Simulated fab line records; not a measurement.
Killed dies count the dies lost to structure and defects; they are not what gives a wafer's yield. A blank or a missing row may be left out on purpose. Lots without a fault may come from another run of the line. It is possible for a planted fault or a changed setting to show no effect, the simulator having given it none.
Which of the tools did it?    flow sky130    13 lots with 39 wafers sampled at 5 steps, on a route of 708 steps

== WHAT EACH GAUGE READ, for each wafer ==
SKY_SD_N_OVL_MEAS_08. Usual: SD_N_OVL typically reads 1.3 nm, with standard deviation 1.6.
lot   measured      on          SD_N_OVL (nm)   flag
L381  day 27 20:14  overlay-02  1.2 -0.4 -0.2   
L382  day 28 08:10  overlay-01  1.4 0.2 1.2     
L383  day 28 16:09  overlay-02  1.1 2.8 2.7     
L386  day 29 19:00  overlay-01  3.4 4.2 6.2     
L393  day 32 00:09  overlay-02  -1.4 0.5 -1.1   
L394  day 32 05:51  overlay-01  3.7 3.9 2.7     
L395  day 32 21:05  overlay-02  0.6 1.0 0.9     
L396  day 33 02:52  overlay-02  0.4 -0.9 2.2    
L398  day 33 15:57  overlay-01  -0.3 0.6 -0.8   
L399  day 33 17:02  overlay-01  1.8 0.0 1.5     
L400  day 34 05:01  overlay-01  0.1 -0.2 -0.3   
L401  day 34 12:54  overlay-01  -2.9 -1.9 -0.3  
L403  day 35 04:52  overlay-02  -1.1 -0.1 1.2   

SKY_SD_N_TW_MEAS_12. Usual: SD_N_TW typically reads 3998, with standard deviation 54.
lot   measured      on             SD_N_TW         flag
L381  day 27 20:41  film metro-04  4080 4092 4093  
L382  day 28 08:35  film metro-01  4008 3982 3990  
L383  day 28 16:36  film metro-01  3980 3983 3969  
L386  day 29 19:26  film metro-04  4036 4027 4042  
L393  day 32 00:35  film metro-04  4051 4081 4058  
L394  day 32 06:17  film metro-04  4083 4050 4051  
L395  day 32 21:32  film metro-04  4065 4058 4037  
L396  day 33 03:18  film metro-01  4017 4017 4018  
L398  day 33 16:23  film metro-01  3993 3994 4000  
L399  day 33 17:29  film metro-02  3937 3918 3912  
L400  day 34 05:26  film metro-04  4070 4086 4065  
L401  day 34 13:20  film metro-01  4022 4039 4045  
L403  day 35 05:18  film metro-01  4041 4018 4018  

SKY_LI_CONTACT_CD_MEAS_12: the cd target is 170 nm. Usual: cd nm 170.3 nm, standard deviation 1.3.
lot   measured      on         cd nm (nm)         flag
L381  day 29 02:46  cd sem-02  170.6 171.4 170.9  
L382  day 29 14:25  cd sem-02  170.5 172.4 170.7  
L383  day 29 22:33  cd sem-02  168.8 169.0 169.3  
L386  day 31 00:17  cd sem-01  169.9 168.8 170.2  
L393  day 33 05:35  cd sem-02  170.8 169.4 168.1  
L394  day 33 11:04  cd sem-02  169.2 170.5 172.3  
L395  day 34 00:37  cd sem-02  172.0 170.9 172.4  
L396  day 34 07:19  cd sem-02  168.5 168.2 167.8  
L398  day 34 20:07  cd sem-02  168.9 171.2 171.1  
L399  day 34 21:14  cd sem-02  168.2 167.3 167.6  
L400  day 35 08:19  cd sem-02  170.2 169.8 170.3  
L401  day 35 16:30  cd sem-02  170.5 170.5 170.9  
L403  day 36 08:13  cd sem-01  173.7 173.8 173.0  

SKY_LOCAL_INTERCONNECT_CD_MEAS_11: the cd target is 170 nm. Usual: cd nm 169.3 nm, standard deviation 1.3.
lot   measured      on         cd nm (nm)         flag
L381  day 30 08:55  cd sem-01  169.3 170.5 170.5  
L382  day 30 20:13  cd sem-02  168.6 169.0 167.7  
L383  day 31 04:34  cd sem-02  128.1 170.8 128.1  OFF
L386  day 32 04:47  cd sem-02  166.6 168.6 122.5  OFF
L393  day 34 08:49  cd sem-02  169.0 169.4 169.0  
L394  day 34 15:03  cd sem-02  169.9 169.6 168.2  
L395  day 35 04:37  cd sem-02  170.4 171.7 172.4  
L396  day 35 11:14  cd sem-02  167.8 168.0 167.1  
L398  day 35 23:34  cd sem-01  170.9 170.8 169.4  
L399  day 36 00:26  cd sem-01  168.0 171.0 169.0  
L400  day 36 12:13  cd sem-02  170.5 172.7 173.1  
L401  day 36 19:28  cd sem-01  170.6 169.2 169.9  
L403  day 37 10:31  cd sem-02  169.3 168.0 168.5  

== EACH LOT AND THE TOOL THAT RAN IT (in order: tool; ch and the chambers of the sampled wafers; start) ==
lot   SKY_LOCAL_INTERCONNECT_EXPOSE_08
L381  krf scanner-02 ch 0, day 29 19:05
L382  krf scanner-02 ch 0, day 30 06:07
L383  krf scanner-02 ch 0, day 30 14:28
L386  krf scanner-02 ch 0, day 31 15:25
L393  krf scanner-02 ch 0, day 33 19:54
L394  krf scanner-01 ch 0, day 34 01:37
L395  krf scanner-01 ch 0, day 34 15:55
L396  krf scanner-01 ch 0, day 34 22:14
L398  krf scanner-02 ch 0, day 35 11:18
L399  krf scanner-01 ch 0, day 35 12:11
L400  krf scanner-01 ch 0, day 35 22:55
L401  krf scanner-02 ch 0, day 36 06:33
L403  krf scanner-02 ch 0, day 36 23:00
- SKY_LOCAL_INTERCONNECT_EXPOSE_08: exposes mask LI1M, target cd 170 nm.

== AS READ BY THE TOOLS THEMSELVES (means over the sampled wafers that have a number; for cases with no such wafer, the mark the record gives instead) ==
SKY_LOCAL_INTERCONNECT_EXPOSE_08. Usual: focus offset nm -0.1 nm, standard deviation 0.45.
lot   tool            focus offset nm (nm)  flag
L381  krf scanner-02  -0.4                  
L382  krf scanner-02  0.3                   
L383  krf scanner-02  -0.8                  
L386  krf scanner-02  0.2                   
L393  krf scanner-02  -0.0                  
L394  krf scanner-01  0.5                   
L395  krf scanner-01  0.0                   
L396  krf scanner-01  0.2                   
L398  krf scanner-02  0.3                   
L399  krf scanner-01  -0.3                  
L400  krf scanner-01  -0.4                  
L401  krf scanner-02  0.3                   
L403  krf scanner-02  -0.4                  

== THE ANSWER, worked out from the rows above alone ==
Rule: lot off if the mean of its wafers having a number is beyond 3 standard deviations from the usual mean. A lot without any number at a reading at which 4 lots or more have one is off too. The other lots that the step has rows for count as sound. After the gauges, taken in route order, come the tools' own readings; for these a lot's mean is taken, as printed above. At the first step where some lot is off, the reading lying furthest off is the one used; lots without a number count as furthest.
Off at SKY_LOCAL_INTERCONNECT_CD_MEAS_11 (cd nm): L383, L386.
A tool fits if, at a process step before that reading, it ran every lot that is off, and no sound lot after the first of them. Those tools and the gauges at SKY_LOCAL_INTERCONNECT_CD_MEAS_11 are tried in the same way. Of those tried, none fits.

== WHAT THE SIMULATOR HAD INSERTED ==
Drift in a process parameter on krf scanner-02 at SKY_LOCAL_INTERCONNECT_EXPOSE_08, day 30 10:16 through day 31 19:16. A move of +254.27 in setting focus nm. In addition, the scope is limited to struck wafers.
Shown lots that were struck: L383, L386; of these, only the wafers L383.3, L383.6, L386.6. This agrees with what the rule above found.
